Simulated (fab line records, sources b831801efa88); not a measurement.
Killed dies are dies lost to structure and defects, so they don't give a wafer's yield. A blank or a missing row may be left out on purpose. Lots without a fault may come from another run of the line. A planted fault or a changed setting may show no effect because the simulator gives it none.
Problem report in the 8D (eight disciplines) form, filled by code | flow sfq_line | the parts of the form that need people (team, actions taken, sign-off) are left out

1. THE PROBLEM
thk_nm at SFQ_TRILAYER_I3_METRO_MEASURE_083 reads a mean of 219.4 nm on 3 wafers of 2 lots; wafers without a fault read 200.4 nm with a standard deviation of 0.88. That is +22 standard deviations from the usual mean.
First seen on wafer L386.3, day 43 01:05, on film_metro-04. The record holds 42 wafers of 14 lots with a number at this step. Rule for "out", or "out of limits": more than 4 standard deviations from the usual mean. The other wafers with a number count as sound.

2. WHAT IT IS AND WHAT IT IS NOT
question                    | is                           | is not
which readings at this step | thk_nm                       | -
which lots                  | L386, L387                   | L377, L378, L379, L380, L391, L394, L395, L396, L397, L398, L399, L400
which wafers of those lots  | L386.3, L386.6, L387.4       | L386.2, L387.1, L387.5
read on which tools         | film_metro-02, film_metro-04 | film_metro-01
when                        | from day 43 01:05            | up to then (13 sound wafers); but 26 sound wafers of L387, L391, L394, L395, L396, L397, L398, L399, L400 came after

3. SUSPECTS, AND WHAT RULES EACH OUT
Counting: a tool at a process step up to the reading stays a suspect if it ran every lot that is out. Sound lots after the first of them don't rule it out here, since some wafers of a struck lot are sound.
- film_metro-01 at SFQ_TRILAYER_I1_METRO_MEASURE_047: kept. It ran every lot that is out, first L386 (day 27 04:36); its last sound lot up to then is L379 (day 24 10:54).
- cmp-02 at SFQ_TRILAYER_I3_CMP_CMP_082 (polishes SiO2): kept. It ran every lot that is out, first L386 (day 42 21:46); its last sound lot up to then is L380 (day 39 18:38).
- Within cmp-02 at SFQ_TRILAYER_I3_CMP_CMP_082: the wafers that are out ran in chamber 2; their sound lot-mates ran in chambers 0, 1, 3.
Left after counting: film_metro-01 at SFQ_TRILAYER_I1_METRO_MEASURE_047, cmp-02 at SFQ_TRILAYER_I3_CMP_CMP_082.

4. THE CAUSE (what the simulator had put in)
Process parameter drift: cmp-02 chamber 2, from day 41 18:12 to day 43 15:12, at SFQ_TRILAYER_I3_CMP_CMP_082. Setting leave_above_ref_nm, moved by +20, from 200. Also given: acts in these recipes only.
Counting left 2 suspects, and this tool is among them.

5. THE CHAIN OF EFFECTS, in route order
Each row: a reading whose mean over the struck wafers that have a number lies more than 3 standard deviations from the usual. Only readings for which the record gives a usual standard deviation are gone through. hours: the time from each lot's start at the first step in this table that gives one to its start at this step, as a median over the lots. sigmas: the change in usual standard deviations.
hours | step                                  | reading        | usual      | on struck wafers | change | sigmas
0     | SFQ_TRILAYER_I3_METRO_MEASURE_083     | thk_nm         | 200.4 nm   | 219.4            | +19.0  | +22
128   | SFQ_TRILAYER_I3_VIA_ETCH_VIA_ETCH_088 | oes_product_au | 0.856 a.u. | 0.901            | +0.045 | +9.1
The process steps in it:
- SFQ_TRILAYER_I3_METRO_MEASURE_083
- SFQ_TRILAYER_I3_VIA_ETCH_VIA_ETCH_088: etches SiO2 in CHF3, stops on Nb, target depth 260 nm.

6. WHAT WOULD HAVE CAUGHT IT SOONER
In this record the first reading out of limits was taken at day 43 01:05, 31 hours after the fault began at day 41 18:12.
Of the tool readings at SFQ_TRILAYER_I3_CMP_CMP_082 for which the record gives a usual standard deviation, none was out on any struck wafer, so an alarm limit of 4 standard deviations on them would not have fired.
All the lots that are out (2) had begun SFQ_TRILAYER_I3_CMP_CMP_082 on cmp-02 by day 43 01:05. A hold on the tool at that time would have spared none of them.
